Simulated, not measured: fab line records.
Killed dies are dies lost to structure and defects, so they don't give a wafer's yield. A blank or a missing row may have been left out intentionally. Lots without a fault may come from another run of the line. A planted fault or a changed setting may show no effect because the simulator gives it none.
Which tool is to blame? | flow gf180mcu | 6 lots with 18 wafers sampled at 3 steps, on a route of 602 steps

## WHAT EACH GAUGE READ, for each wafer
GF_TOP_METAL_OVL_MEAS_15.
lot  | measured     | on         | TOP_METAL_OVL (nm)
L368 | day 28 15:23 | overlay-01 | 0.6 -1.3 -0.4
L369 | day 29 10:07 | overlay-02 | -0.7 -0.3 -2.0
L373 | day 30 07:28 | overlay-01 | 2.0 0.8 0.3
L377 | day 31 15:45 | overlay-01 | 0.1 3.1 3.4
L381 | day 32 11:42 | overlay-02 | 1.4 -0.5 1.1
L387 | day 33 16:51 | overlay-02 | 0.3 -0.4 -0.5

## TOOL THAT RAN EACH LOT (tool first, then ch and the chambers of the sampled wafers, then the start)
lot  | GF_M2_SPUTTER_02            | GF_TOP_METAL_SPUTTER_01
L368 | pvdSputter-04, day 18 19:31 | pvdSputter-03, day 27 19:44
L369 | pvdSputter-04, day 19 16:50 | pvdSputter-02, day 28 14:27
L373 | pvdSputter-04, day 20 21:43 | pvdSputter-04, day 29 12:34
L377 | pvdSputter-04, day 22 16:11 | pvdSputter-02, day 30 21:51
L381 | pvdSputter-02, day 23 20:14 | pvdSputter-02, day 31 18:58
L387 | pvdSputter-02, day 25 10:14 | pvdSputter-02, day 33 01:04
- GF_M2_SPUTTER_02: material AlCu, target thk 450 nm, time 23.9 s.
- GF_TOP_METAL_SPUTTER_01: material TiN, target thk 30 nm, time 25 s.

## THE ANSWER, worked out from the rows above alone
Rule: the lots themselves supply what counts as usual. The widest of any qualifying gaps counts: lots, ordered by their means at a reading, are off when they make up no more than a third of the lots, leave a main group of 4 or more, and stand apart from it by 3 or more times the standard deviation of that group's means. A main group whose means are all the same, to the digits that the tables above print for the reading, isn't used. A lot without any number at a reading at which 4 lots or more have one is off too. The other lots that the step has rows for count as sound.
None of the lots is off at any reading shown; this tells nothing.

## WHAT HAD BEEN PUT IN BY THE SIMULATOR
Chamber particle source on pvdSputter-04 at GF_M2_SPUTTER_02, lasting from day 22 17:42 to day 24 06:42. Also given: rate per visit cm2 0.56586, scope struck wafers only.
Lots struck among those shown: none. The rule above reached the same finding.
